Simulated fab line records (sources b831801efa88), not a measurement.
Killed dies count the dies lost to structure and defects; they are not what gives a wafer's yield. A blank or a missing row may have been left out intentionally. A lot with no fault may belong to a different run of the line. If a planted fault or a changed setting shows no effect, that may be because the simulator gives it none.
A lot that was struck, set against a sound lot ; flow gf180mcu ; 14 steps out of a route of 602
Sound: these wafers, L991.2, L991.3, L991.4. Struck: wafers L988.2, L988.3, L988.5. The cause is named last.
Each step with rows lists, per side, the tool, then ch with its chambers, then its first start. Under that, the readings that differ: sound wafers ; struck wafers ; difference of the means ; sigmas: that difference in standard deviations of wafers without a fault.
alike: readings whose means differ by less than 2 such deviations, and words and numbers that are the same on both sides. not compared: withheld readings, readings that some wafer has no value for, bounds like >300 that may hide the same value, and numbers for which the record gives no deviation and whose values overlap.
Wherever a step has rows on one side only, a row that says differs or no value, or a row with sigmas, the two part there. When numbers do not overlap yet have no deviation, they are printed without sigmas and do not part them. A reading that every wafer of one side lacks parts them only if that side has two wafers or more.

GF_NSD_STRIP_11: strips in O2/N2.
  sound on plasmaAsher-01 ch 0,1, day 19 10:18; struck on plasmaAsher-01 ch 0,1, day 18 14:24
  alike: chamberPressureMTorr, drypumpMotorCurrentA, heaterPowerW, oesProductAu, stripTimeToEndpointS
  not compared: rfHoursCounterH
GF_NSD_TW_MEAS_12:
  sound on filmMetro-01, day 19 10:25; struck on filmMetro-04, day 18 14:31
reading;sound;struck;difference;sigmas
NSD_TW;4382 4373 4373;4195 4246 4239;-149;-2
then, 7 steps without rows for these wafers: GF_PSD_DEHYDRATE_00 (time 60 s); GF_PSD_HMDS_01 (prime time 60 s); GF_PSD_COAT_02 (resist thk 1000 nm); GF_PSD_SOFTBAKE_03 (time 60 s); GF_PSD_EXPOSE_04 (exposes mask Pplus, target cd 400 nm); GF_PSD_PEB_05; GF_PSD_DEVELOP_06 (develop time 60 s).
GF_PSD_CD_MEAS_07: target cd 400 nm.
  sound on cdSem-01, day 20 10:11; struck on cdSem-01, day 19 14:25
reading;sound;struck;difference;sigmas
cdNm (nm);402.1 399.8 401.5;411.2 411.2 410.7;+9.9;+4
  not compared: hold
GF_PSD_OVL_MEAS_08:
  sound on overlay-01, day 20 10:17; struck on overlay-02, day 19 18:59
reading;sound;struck;difference;sigmas
hold;- - -;awaitDispo/4.5h/release awaitDispo/4.5h/release awaitDispo/4.5h/release;no value on the sound wafers;
PSD_OVL (nm);-3.2 -2.1 -3.7;1.9 0.5 0.8;+4.1;+3
following that, these wafers have no rows for 1 step: GF_PSD_IMPLANT_09.
GF_PSD_STRIP_10: strips in O2/N2.
  sound on plasmaAsher-01 ch 0,1, day 20 10:28; struck on plasmaAsher-02 ch 1, day 19 19:14
  no value came back on the struck wafers for any of 5 readings (chamberPressureMTorr (mTorr), drypumpMotorCurrentA (A) and others); on the sound wafers chamberPressureMTorr (mTorr) reads 1500.8 1500.9 1500.4
reading;sound;struck;difference;sigmas
model.NOVOLAK_of_PSD_COAT_02.thkNm (nm);0 0 0;1000 1002 1002;+1001;
  not compared: rfHoursCounterH
GF_PSD_TW_MEAS_11:
  sound on filmMetro-02, day 20 10:35; struck on filmMetro-04, day 19 19:24
  alike: PSD_TW

WHERE THEY PART
Last at GF_PSD_STRIP_10 as far as this record goes, first at GF_NSD_TW_MEAS_12. Later steps at which nothing parts them and some readings are alike: GF_PSD_TW_MEAS_11.

WHY: the cause the simulator had injected
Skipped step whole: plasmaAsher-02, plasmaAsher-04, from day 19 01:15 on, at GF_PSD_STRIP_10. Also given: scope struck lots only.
